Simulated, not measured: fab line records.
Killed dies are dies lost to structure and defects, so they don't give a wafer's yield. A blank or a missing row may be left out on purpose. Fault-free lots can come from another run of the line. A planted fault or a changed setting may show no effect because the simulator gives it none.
Which tool did it? | flow gf180mcu | 21 wafers from 7 lots sampled at 2 of the route's 602 steps

WHAT EACH GAUGE READ, for each wafer
GF_V4_CD_MEAS_14: target cd 260 nm.
lot  | measured     | on       | cdNm (nm)
L845 | day 24 20:08 | cdSem-02 | 260.5 260.0 260.4
L849 | day 25 13:06 | cdSem-01 | 258.9 258.3 260.0
L851 | day 26 06:42 | cdSem-02 | 259.9 258.9 259.7
L853 | day 27 00:05 | cdSem-01 | 260.7 261.0 261.1
L856 | day 27 22:32 | cdSem-02 | 257.7 257.8 258.1
L858 | day 28 21:20 | cdSem-02 | 258.5 258.5 257.3
L860 | day 29 05:56 | cdSem-02 | - - -

TOOL THAT RAN EACH LOT (tool first, then ch and the chambers of the sampled wafers, then the start)
lot  | GF_V4_EXPOSE_11
L845 | krfScanner-01 ch 0, day 24 09:10
L849 | krfScanner-02 ch 0, day 25 02:26
L851 | krfScanner-01 ch 0, day 25 20:14
L853 | krfScanner-01 ch 0, day 26 13:32
L856 | krfScanner-02 ch 0, day 27 12:31
L858 | krfScanner-01 ch 0, day 28 11:28
L860 | krfScanner-01, day 28 20:50
- GF_V4_EXPOSE_11: exposes mask Via4, target cd 260 nm.

THE ANSWER, worked out from the rows above alone
Rule: what is usual is taken from the lots themselves. Put in order of their means at a reading, lots are off if they are a third of the lots or fewer, leave a main group of 4 or more, and stand apart from it by a gap of 3 or more times the standard deviation of the main group's means; of several such gaps the widest counts. If all means in a main group match to the digits the tables above print for the reading, that group is not used. A lot without any number at a reading at which 4 lots or more have one is off too. All remaining lots with rows at the step are treated as sound.
Off, at GF_V4_CD_MEAS_14 on cdNm: L860. Without a number there: L860. Main group: mean 259.3 nm, sd 1.1.
If a tool, at a process step before that reading, ran all the lots that are off and no sound lot after the first of them, it fits. Those tools and the gauges at GF_V4_CD_MEAS_14 are tried in the same way. This does not decide it: 2 tools fit, namely krfScanner-01 at GF_V4_EXPOSE_11 and cdSem-02 at GF_V4_CD_MEAS_14.

WHAT HAD BEEN PUT IN BY THE SIMULATOR
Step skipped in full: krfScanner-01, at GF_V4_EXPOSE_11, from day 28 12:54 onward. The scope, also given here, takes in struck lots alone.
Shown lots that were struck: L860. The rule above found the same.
